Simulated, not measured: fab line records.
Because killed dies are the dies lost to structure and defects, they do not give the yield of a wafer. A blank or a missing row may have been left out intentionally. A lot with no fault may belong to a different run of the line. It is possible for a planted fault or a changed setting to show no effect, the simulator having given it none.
Which tool was responsible? ; flow gf180mcu ; 42 wafers from 14 lots sampled at 4 of the route's 602 steps

== WHAT THE GAUGES SHOWED, per wafer ==
GF_V5_OVL_MEAS_15.
lot;measured;on;V5_OVL (nm)
L828;day 27 02:49;overlay-02;-1 -10 4
L829;day 27 12:22;overlay-01;1 1 2
L830;day 27 13:02;overlay-01;-2 0 0
L831;day 28 04:02;overlay-01;-5 1 3
L832;day 28 14:14;overlay-01;0 -3 -2
L834;day 29 04:10;overlay-01;-1 -5 -4
L839;day 30 10:05;overlay-02;-6 0 -3
L840;day 30 21:25;overlay-01;2 -6 2
L843;day 32 14:29;overlay-01;5 6 8
L845;day 32 04:25;overlay-02;2 7 5
L848;day 32 19:02;overlay-02;5 5 2
L849;day 33 04:14;overlay-01;7 11 5
L850;day 33 07:51;overlay-01;-4 3 2
L851;day 33 12:19;overlay-01;-4 -1 -1

GF_TOP_METAL_CD_MEAS_14: the cd target is 440 nm.
lot;measured;on;cd-nm (nm)
L828;day 28 00:30;cd-sem-02;440.9 438.6 441.0
L829;day 28 10:09;cd-sem-01;442.8 443.7 442.5
L830;day 28 10:59;cd-sem-02;441.4 440.5 439.0
L831;day 29 00:17;cd-sem-02;442.9 441.1 440.8
L832;day 29 10:54;cd-sem-02;441.5 438.6 439.0
L834;day 30 01:03;cd-sem-02;438.2 440.1 440.1
L839;day 31 06:04;cd-sem-01;440.7 439.0 444.3
L840;day 31 16:59;cd-sem-01;440.0 440.5 442.6
L843;day 33 07:59;cd-sem-01;438.3 437.7 439.6
L845;day 32 22:36;cd-sem-01;440.1 436.5 440.2
L848;day 33 12:31;cd-sem-01;437.7 436.9 439.4
L849;day 33 21:45;cd-sem-01;441.9 442.7 442.2
L850;day 34 01:38;cd-sem-02;439.2 440.6 439.7
L851;day 34 05:56;cd-sem-02;439.3 439.8 438.9

GF_TOP_METAL_OVL_MEAS_15.
lot;measured;on;TOP_METAL_OVL (nm)
L828;day 28 00:37;overlay-01;0.7 -0.2 -0.9
L829;day 28 10:16;overlay-01;-2.4 -3.5 -2.9
L830;day 28 11:06;overlay-01;-0.5 -0.4 0.9
L831;day 29 00:24;overlay-02;-2.1 -2.0 -3.1
L832;day 29 11:01;overlay-01;-1.3 -1.8 -0.2
L834;day 30 01:10;overlay-01;-1.6 1.4 0.2
L839;day 31 06:10;overlay-02;-3.8 -4.6 -4.4
L840;day 31 17:04;overlay-01;-2.6 -2.1 -2.5
L843;day 33 08:06;overlay-02;-0.2 -1.1 -0.7
L845;day 32 22:43;overlay-01;0.1 1.7 -0.3
L848;day 33 12:37;overlay-01;-2.1 -1.2 -2.1
L849;day 33 21:52;overlay-01;-2.5 0.7 -1.0
L850;day 34 01:45;overlay-01;1.7 0.1 1.2
L851;day 34 06:01;overlay-01;-1.9 -2.4 -1.1

== WHAT TOOL EACH LOT RAN ON (gives the tool, then ch and the chambers of the sampled wafers, and finally the start) ==
lot;GF_CONTACT_CMP_27
L828;cmp-01 ch 1,2, day 16 00:44
L829;cmp-02 ch 0,1,3, day 16 09:32
L830;cmp-01 ch 1,2,3, day 16 12:52
L831;cmp-01 ch 1,3, day 17 07:26
L832;cmp-02 ch 1,2,3, day 17 16:41
L834;cmp-02 ch 0,1,2, day 18 09:23
L839;cmp-02 ch 1,2,3, day 20 02:11
L840;cmp-01 ch 0,1,2, day 20 14:44
L843;cmp-01 ch 0,1,3, day 21 20:23
L845;cmp-02 ch 1,2,3, day 22 07:46
L848;cmp-01 ch 1,3, day 23 04:35
L849;cmp-02 ch 2,3, day 23 16:05
L850;cmp-02 ch 1,2,3, day 23 21:50
L851;cmp-02 ch 1,2,3, day 24 07:32
- GF_CONTACT_CMP_27: polishes, stops on SiO2, t overpolish 15 s, target thk 0 nm.

== AS READ BY THE TOOLS THEMSELVES (means over the sampled wafers that have a number; for cases with no such wafer, the mark the record gives instead) ==
GF_CONTACT_CMP_27.
lot;tool;motor-current-A (A);overpolish-run-s (s);time-to-endpoint-s (s)
L828;cmp-01;11.1;14.993;70.8
L829;cmp-02;12.2;15.006;76.7
L830;cmp-01;10.4;14.995;73.3
L831;cmp-01;10.2;15.003;77.3
L832;cmp-02;12.1;15.008;72.8
L834;cmp-02;12.9;15.000;73.7
L839;cmp-02;12.4;14.993;71.9
L840;cmp-01;11.6;14.998;76.2
L843;cmp-01;10.9;15.005;73.8
L845;cmp-02;12.3;15.007;72.1
L848;cmp-01;10.3;14.999;73.0
L849;cmp-02;11.3;14.990;75.5
L850;cmp-02;12.4;14.996;73.1
L851;cmp-02;12.7;14.990;73.7

== THE ANSWER, worked out from the rows above alone ==
Rule: the lots themselves supply what counts as usual. The widest of any qualifying gaps counts: lots, ordered by their means at a reading, are off when they make up no more than a third of the lots, leave a main group of 4 or more, and stand apart from it by 3 or more times the standard deviation of that group's means. Not used: any main group whose means are identical at the precision the tables above print for the reading. A lot without any number at a reading at which 4 lots or more have one is off too. All remaining lots with rows at the step are treated as sound. Order of review: gauges by route order, followed by the tools' own readings, for which a lot's mean as printed above is used. The first step at which some lot is off is used, and at that step the reading that is off furthest; a lot without a number counts as furthest.
No lot is off at any reading shown: from this, nothing can be told.

== WHAT WAS PUT IN BY THE SIMULATOR ==
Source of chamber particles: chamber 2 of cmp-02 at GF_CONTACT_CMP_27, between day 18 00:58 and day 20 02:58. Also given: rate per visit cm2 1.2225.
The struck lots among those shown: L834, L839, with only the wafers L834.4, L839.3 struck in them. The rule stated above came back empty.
